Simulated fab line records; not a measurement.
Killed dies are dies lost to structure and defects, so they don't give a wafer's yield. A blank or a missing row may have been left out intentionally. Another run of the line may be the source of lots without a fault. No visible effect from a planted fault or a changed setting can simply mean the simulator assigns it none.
8D (eight disciplines) problem report, filled in by code || flow sky130 || the parts of the form that need people (team, actions taken, sign-off) are left out

## 1. THE PROBLEM
Across 12 wafers from 4 lots, LDD_N_OVL at SKY_LDD_N_OVL_MEAS_07 averages -49.9 nm, while fault-free wafers read -0.1 nm with a standard deviation of 1.2. Measured from the usual mean, that is -41 standard deviations.
Seen first at day 22 10:52 on overlay-02, wafer L815.3. At this step, 39 wafers from 13 lots have a number in the record. The rule behind "out" and "out of limits": a value lying over 4 standard deviations away from the usual mean. All remaining wafers that have a number are taken as sound.

## 2. WHAT IT IS, AND WHAT IT ISN'T
{"question": "which readings at this step", "is": "LDD_N_OVL", "is not": "-"}
{"question": "which lots", "is": "L815, L816, L817, L821", "is not": "L802, L806, L807, L808, L809, L810, L811, L818, L822"}
{"question": "which wafers of those lots", "is": "all that have a number", "is not": "-"}
{"question": "read on which gauges", "is": "overlay-01, overlay-02", "is not": "-"}
{"question": "when", "is": "from day 22 10:52", "is not": "up to then (21 sound wafers); but 6 sound wafers of L818, L822 came after"}

## 3. SUSPECTS, AND WHAT RULES EACH OUT
Counting: a tool at any process step up to the reading remains a suspect when it ran all the lots that are out and ran no sound lot after the first of those.
- ruled out: the gauge at SKY_LDD_N_OVL_MEAS_07. 2 gauges (overlay-01, overlay-02) read the wafers that are out.
- ilineStepper-01 at SKY_LDD_N_EXPOSE_04 (exposes mask NTM, target cd 840 nm): kept. It ran every lot that is out, first L815 (day 21 20:07), and no sound lot after that; its last sound lot up to then is L808 (day 19 04:28).
Left after counting: ilineStepper-01 at SKY_LDD_N_EXPOSE_04.

## 4. THE CAUSE (what the simulator had put in)
Scanner matching overlay: ilineStepper-01, from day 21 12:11 on, at SKY_LDD_N_EXPOSE_04. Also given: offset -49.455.
This tool alone remained once counting was done.

## 5. THE CHAIN OF EFFECTS, in route order
Rows list readings where the struck wafers' mean (over those with a number) sits beyond 3 standard deviations from the usual. Scope: only readings with a usual standard deviation given in the record; hours: median across lots of the time from each lot's start at the first step in this table that gives one to its start at this step; sigmas: change in usual standard deviations.
{"hours": 0, "step": "SKY_LDD_N_OVL_MEAS_07", "reading": "LDD_N_OVL", "usual": "-0.1 nm", "on struck wafers": -49.9, "change": -49.8, "sigmas": -41}
Later measuring or inspecting steps at which every struck wafer that the step has a row for has a number for every such reading, and none has moved that far: SKY_LDD_N_TW_MEAS_17.

## 6. WHAT WOULD HAVE CAUGHT IT SOONER
Counted from the fault's start at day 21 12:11, it took 23 hours until the first out-of-limits reading at a measuring or inspecting step in this record, taken at day 22 10:52.
Lots out: 4; of these, L817, L821 started SKY_LDD_N_EXPOSE_04 on ilineStepper-01 after day 22 10:52. A hold on the tool at that time would have spared those 2.
